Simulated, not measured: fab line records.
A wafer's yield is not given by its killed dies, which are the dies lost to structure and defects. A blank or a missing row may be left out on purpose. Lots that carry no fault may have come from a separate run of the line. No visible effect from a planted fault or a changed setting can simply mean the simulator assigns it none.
Comparing a struck lot with a sound one -- flow gf180mcu -- 20 steps out of a route of 602
Sound: the wafers L960.1, L960.5, L960.6. Struck: wafer L974.1; the same lot's L974.4 was not struck, so it is left out; see the end for the cause.
Each step with rows lists, per side, the tool, then ch with its chambers, then its first start. Under that, the readings that differ: sound wafers -- struck wafers -- difference of the means -- sigmas: that difference in standard deviations of wafers without a fault.
alike: a reading whose means differ by less than 2 such deviations, as well as words and numbers matching on both sides. not compared: withheld readings; readings where some wafer has no value; bounds like >300 that might hide an equal value; numbers whose values overlap and for which the record gives no deviation.
The two part at a step that has a row with sigmas, a row that says differs or no value, or rows on one side only. Non-overlapping numbers with no deviation appear without sigmas and do not part them. Lack of a reading on every wafer of one side parts them only where that side has two or more wafers.

first, 4 steps without rows for these wafers: GF_MIM_SOFTBAKE_15 (time 60 s); GF_MIM_EXPOSE_16 (exposes mask FuseTop, target cd 2000 nm); GF_MIM_PEB_17; GF_MIM_DEVELOP_18 (develop time 60 s).
GF_MIM_METAL_ETCH_19: etches the open film in Cl2/BCl3, stops on Si3N4, target depth 324.5 nm, time 54.1 s.
  sound on rie-metal-02 ch 1, day 27 10:22; struck on rie-metal-01 ch 1, day 31 09:07
  alike: drypump-motor-current-A, oes-product-au, throttle-valve-pct
  not compared: rf-hours-counter-h
GF_MIM_STRIP_20: strips in O2/N2.
  sound on plasma-asher-02 ch 0,1, day 27 10:30; struck on plasma-asher-03 ch 1, day 31 09:11
reading,sound,struck,difference,sigmas
heater-power-w (W),317 326 287,365,+55,+2
  alike: drypump-motor-current-A, oes-product-au, strip-time-to-endpoint-s
  not compared: rf-hours-counter-h
then, 6 steps without rows for these wafers: GF_MIM_STRIP_21 (strips in post etch residue remover, time 1200 s); GF_MIM_CLEAN_22 (cleans in DIW); GF_M5_DEHYDRATE_00 (time 60 s); GF_M5_HMDS_01 (prime time 60 s); GF_M5_COAT_02 (resist thk 1000 nm); GF_M5_SOFTBAKE_03 (time 60 s).
GF_M5_EXPOSE_04: exposes mask Metal5, target cd 280 nm.
  sound on krf-scanner-01 ch 0, day 27 20:23; struck on krf-scanner-01 ch 0, day 31 18:33
  alike: mask, exposure-dose-mJ-cm2
then, 2 steps without rows for these wafers: GF_M5_PEB_05 (peb time 90 s); GF_M5_DEVELOP_06 (develop time 60 s).
GF_M5_CD_MEAS_07: target cd 280 nm.
  sound on cd-sem-01, day 28 06:16; struck on cd-sem-01, day 32 02:48
reading,sound,struck,difference,sigmas
cd-nm (nm),282.2 280.4 280.6,197.2,-83.9,-85
  not compared: hold
GF_M5_OVL_MEAS_08:
  sound on overlay-02, day 28 06:23; struck on overlay-02, day 32 04:09
reading,sound,struck,difference,sigmas
hold,- - -,await-dispo/1.2h/release,no value on the sound wafers,
  alike: M5_OVL
GF_M5_ETCH_09: etches Si3N4 in CF4/O2, target depth 52 nm, time 11.6 s.
  sound on rie-diel-02 ch 0,1,3, day 28 06:25; struck on rie-diel-03 ch 0, day 32 04:11
reading,sound,struck,difference,sigmas
model.M5.cd-nm (nm),281.6 280.3 280.9,197.2,-83.7,
  alike: drypump-motor-current-A, oes-product-au, throttle-valve-pct
  not compared: rf-hours-counter-h
GF_M5_METAL_ETCH_10: etches the open film in Cl2/BCl3, stops on SiO2, target depth 627.5 nm, time 104.6 s.
  sound on rie-metal-04 ch 0,1, day 28 06:26; struck on rie-metal-04 ch 1, day 32 04:13
reading,sound,struck,difference,sigmas
model.M5.cd-nm (nm),285 285.7 283.4,195.4,-89.3,
  alike: drypump-motor-current-A, oes-product-au, throttle-valve-pct
  not compared: rf-hours-counter-h
GF_M5_STRIP_11: strips in O2/N2.
  sound on plasma-asher-03 ch 0,1, day 28 06:33; struck on plasma-asher-01 ch 1, day 32 04:19
reading,sound,struck,difference,sigmas
drypump-motor-current-A (A),5.82 5.78 5.84,5.64,-0.17,-2
  alike: heater-power-w, oes-product-au, strip-time-to-endpoint-s
  not compared: rf-hours-counter-h

== WHERE THEY PART ==
First at GF_MIM_STRIP_20; last, within this record, at GF_M5_STRIP_11.

WHY: what had been put in by the simulator
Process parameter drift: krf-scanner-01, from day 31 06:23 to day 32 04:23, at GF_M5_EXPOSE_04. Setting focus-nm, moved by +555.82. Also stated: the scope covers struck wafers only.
